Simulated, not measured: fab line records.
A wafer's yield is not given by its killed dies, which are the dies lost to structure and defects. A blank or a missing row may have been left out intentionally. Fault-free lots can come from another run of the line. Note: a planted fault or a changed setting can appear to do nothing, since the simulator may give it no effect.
Problem report, 8D (eight disciplines) form, completed by code / flow sky130 / the parts of the form that need people (team, actions taken, sign-off) are left out

## 1. THE PROBLEM
Wafers free of any fault read 0.1270 ohm/sq (standard deviation 0.0016) for METAL2_ALCU_RS at SKY_METAL2_RS_MEAS_05, against a mean of 0.1092 ohm/sq on 3 wafers of 2 lots. Measured from the usual mean, that is -11 standard deviations.
The step: measures by four-point-probe.
Earliest sighting: wafer L113.5 on film-metro-04 at day 37 01:19. The record has a number at this step for 42 wafers belonging to 14 lots. By rule, "out" or "out of limits" means more than 4 standard deviations away from the usual mean. The other wafers with a number count as sound.

## 2. WHAT IT IS AND WHAT IT IS NOT
question=which readings at this step | is=METAL2_ALCU_RS | is not=-
question=which lots | is=L113, L114 | is not=L104, L105, L106, L107, L108, L110, L112, L122, L124, L125, L126, L127
question=which wafers of those lots | is=L113.5, L114.2, L114.6 | is not=L113.3, L113.6, L114.3
question=read on which gauges | is=film-metro-01, film-metro-04 | is not=film-metro-02
question=when | is=from day 37 01:19 | is not=up to then (23 sound wafers); but 16 sound wafers of L114, L122, L124, L125, L126, L127 came after

## 3. SUSPECTS, AND WHAT RULES EACH OUT
Counting: a tool at a process step up to the reading stays a suspect if it ran every lot that is out. Sound lots after the first of them don't rule it out here, since some wafers of a struck lot are sound.
- the gauge at SKY_METAL2_RS_MEAS_05 has been ruled out. 2 gauges (film-metro-01, film-metro-04) read the wafers that are out.
- cmp-01 at SKY_LI_CONTACT_CMP_24 (polishes, stops on PSG, t overpolish 20 s, target thk 0 nm): kept. It ran every lot that is out, first L113 (day 32 09:25); its last sound lot up to then is L108 (day 30 07:56).
- pvd-sputter-02 at SKY_METAL2_SPUTTER_02 (material AlCu, target thk 250 nm, time 13.3 s): kept. It ran every lot that is out, first L113 (day 37 01:11); its last sound lot up to then is L112 (day 36 05:04).
After counting, cmp-01 at SKY_LI_CONTACT_CMP_24 and pvd-sputter-02 at SKY_METAL2_SPUTTER_02 remain.

## 4. THE CAUSE (what the simulator had put in)
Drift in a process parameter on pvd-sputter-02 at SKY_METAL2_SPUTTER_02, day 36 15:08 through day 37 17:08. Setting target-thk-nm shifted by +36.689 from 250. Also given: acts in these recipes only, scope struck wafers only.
Counting leaves 2 suspects; this tool is one of them.

## 5. THE CHAIN OF EFFECTS, in route order
Each row: a reading where the mean over the struck wafers with a number is more than 3 standard deviations away from the usual. Scope: only readings with a usual standard deviation given in the record; hours: median across lots of the time from each lot's start at the first step in this table that gives one to its start at this step; sigmas: change in usual standard deviations.
hours=0; step=SKY_METAL2_RS_MEAS_05; reading=METAL2_ALCU_RS; usual=0.1270 ohm/sq; on struck wafers=0.1092; change=-0.0178; sigmas=-11
hours=4; step=SKY_METAL2_THK_MEAS_06; reading=METAL2_ALCU_THK; usual=250 nm; on struck wafers=289; change=+39; sigmas=+12

## 6. HOW IT WOULD HAVE BEEN CAUGHT EARLIER
In this record the first reading out of limits at a measuring or inspecting step was taken at day 37 01:19, 10 hours after the fault began at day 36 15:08.
An alarm limit of 4 standard deviations would not have fired on the tool readings at SKY_METAL2_SPUTTER_02 for which the record gives a usual standard deviation, since none of them was out on any struck wafer.
L114, from the lots that are out (2), started SKY_METAL2_SPUTTER_02 on pvd-sputter-02 later than day 37 01:19. It would have been spared by a hold on the tool at that moment.
